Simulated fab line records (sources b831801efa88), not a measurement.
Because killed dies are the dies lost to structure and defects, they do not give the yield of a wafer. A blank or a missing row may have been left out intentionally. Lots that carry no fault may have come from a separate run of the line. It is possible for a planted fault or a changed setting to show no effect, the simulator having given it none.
Struck lot and sound lot, side by side ; flow sky130 ; 20 out of 708 route steps
Sound: wafers L113.2, L113.3, L113.6. Struck: wafer L998.2 (L998.4, L998.5, from the same lot, were not struck and are left out); the cause is given at the end.
Per side, at each step with rows, come the tool, then ch with its chambers, and then its first start. Under that, the readings that differ: sound wafers ; struck wafers ; difference of the means ; sigmas: that difference in standard deviations of wafers without a fault.
alike: readings with means less than 2 such deviations apart, plus words and numbers identical on both sides. not compared: withheld readings, readings lacking a value on some wafer, bounds such as >300 that could conceal the same value, and numbers that have no deviation in the record and whose values overlap.
A row with sigmas, a row that says differs or no value, or rows on one side alone: a step with any of these is where the two part. Numbers that have no deviation but don't overlap get no sigmas and don't part them. A reading that every wafer of one side lacks parts them only if that side has two wafers or more.

SKY_LI_CONTACT_CVD_21: deposits W, target thk 400 nm, time 120.56 s.
  sound on cvdW-01 ch 0,1, day 35 07:40; struck on cvdW-02 ch 1, day 30 01:19
  alike: heaterPowerW, susceptorTempC
SKY_LI_CONTACT_RS_MEAS_22: measurement is done with a four-point probe.
  struck on filmMetro-04, day 30 01:28; sound on filmMetro-02, day 35 07:49
  alike: LI_CONTACT_W_RS
SKY_LI_CONTACT_THK_MEAS_23: measures by xrf.
  struck on filmMetro-04, day 30 01:34; sound on filmMetro-02, day 35 07:55
  alike: LI_CONTACT_W_THK
SKY_LI_CONTACT_CMP_24: polishes, stops on PSG, t overpolish 20 s, target thk 0 nm.
  sound on cmp-02 ch 0,1, day 35 07:58; struck on cmp-01 ch 0, day 30 01:40
  alike: motorCurrentA, overpolishRunS, slurryFilterDpKPa, timeToEndpointS
SKY_LOCAL_INTERCONNECT_SPUTTER_00: material TiN, target thk 100 nm, time 83.3 s.
  struck on pvdSputter-02, day 30 01:55; sound on pvdSputter-03, day 35 08:16
  alike: substrateTempC, susceptorTempC, throttleValvePct
SKY_LOCAL_INTERCONNECT_RS_MEAS_01: measurement is done with a four-point probe.
  struck on filmMetro-04, day 30 02:00; sound on filmMetro-03, day 35 08:22
  alike: LOCAL_INTERCONNECT_TIN_RS
SKY_LOCAL_INTERCONNECT_THK_MEAS_02: measures by xrf.
  struck on filmMetro-04, day 30 02:07; sound on filmMetro-03, day 35 08:28
  alike: LOCAL_INTERCONNECT_TIN_THK
then, 5 steps without rows for these wafers: SKY_LOCAL_INTERCONNECT_DEHYDRATE_03 (time 60 s); SKY_LOCAL_INTERCONNECT_HMDS_04 (prime time 60 s); SKY_LOCAL_INTERCONNECT_COAT_05 (resist thk 60 nm); SKY_LOCAL_INTERCONNECT_COAT_06 (resist thk 450 nm); SKY_LOCAL_INTERCONNECT_SOFTBAKE_07 (time 90 s).
SKY_LOCAL_INTERCONNECT_EXPOSE_08: exposes mask LI1M, target cd 170 nm.
  sound on krfScanner-02 ch 0, day 35 22:25; struck on krfScanner-02 ch 0, day 30 15:33
  alike: mask
then, 2 steps without rows for these wafers: SKY_LOCAL_INTERCONNECT_PEB_09; SKY_LOCAL_INTERCONNECT_DEVELOP_10 (develop time 60 s).
SKY_LOCAL_INTERCONNECT_CD_MEAS_11: target cd 170 nm.
  struck on cdSem-01, day 31 05:01; sound on cdSem-02, day 36 11:16
reading;sound;struck;difference;sigmas
cdNm (nm);171.2 171.2 171.0;135.7;-35.4;-20
  not compared: hold
SKY_LOCAL_INTERCONNECT_OVL_MEAS_12:
  struck on overlay-02, day 31 05:37; sound on overlay-01, day 36 11:22
reading;sound;struck;difference;sigmas
hold;- - -;awaitDispo/0.5h/release;no value on the sound wafers;
LOCAL_INTERCONNECT_OVL (nm);5 -8 -4;-13;-11;-2
SKY_LOCAL_INTERCONNECT_ETCH_13: etches BARC in N2/H2, stops on SiO2, time 45.9 s, target depth 60 nm.
  sound on rieMetal-04 ch 0,1, day 36 11:24; struck on rieMetal-04 ch 0, day 31 05:39
reading;sound;struck;difference;sigmas
model.LOCAL_INTERCONNECT.cdNm (nm);171.9 171.8 171.6;136;-36;
  alike: drypumpMotorCurrentA, oesProductAu, throttleValvePct
  not compared: rfHoursCounterH
SKY_LOCAL_INTERCONNECT_METAL_ETCH_14: etches TiN in Cl2/BCl3, stops on PSG, target depth 110 nm, time 31.4 s.
  sound on rieMetal-04 ch 0,1, day 36 11:28; struck on rieMetal-04 ch 0, day 31 05:43
reading;sound;struck;difference;sigmas
model.LOCAL_INTERCONNECT.cdNm (nm);172.1 171.6 171.8;136.3;-35.5;
  alike: drypumpMotorCurrentA, oesProductAu, throttleValvePct
  not compared: rfHoursCounterH
SKY_LOCAL_INTERCONNECT_STRIP_15: strips in O2/N2.
  sound on plasmaAsher-03 ch 0,1, day 36 11:31; struck on plasmaAsher-01 ch 0, day 31 05:46
  alike: drypumpMotorCurrentA, oesProductAu, stripTimeToEndpointS
  not compared: rfHoursCounterH

== WHERE THEY PART ==
At SKY_LOCAL_INTERCONNECT_CD_MEAS_11 first; at SKY_LOCAL_INTERCONNECT_OVL_MEAS_12 last (within this record only). Later steps at which nothing parts them and some readings are alike: SKY_LOCAL_INTERCONNECT_ETCH_13, SKY_LOCAL_INTERCONNECT_METAL_ETCH_14, SKY_LOCAL_INTERCONNECT_STRIP_15.

WHY: what had been put in by the simulator
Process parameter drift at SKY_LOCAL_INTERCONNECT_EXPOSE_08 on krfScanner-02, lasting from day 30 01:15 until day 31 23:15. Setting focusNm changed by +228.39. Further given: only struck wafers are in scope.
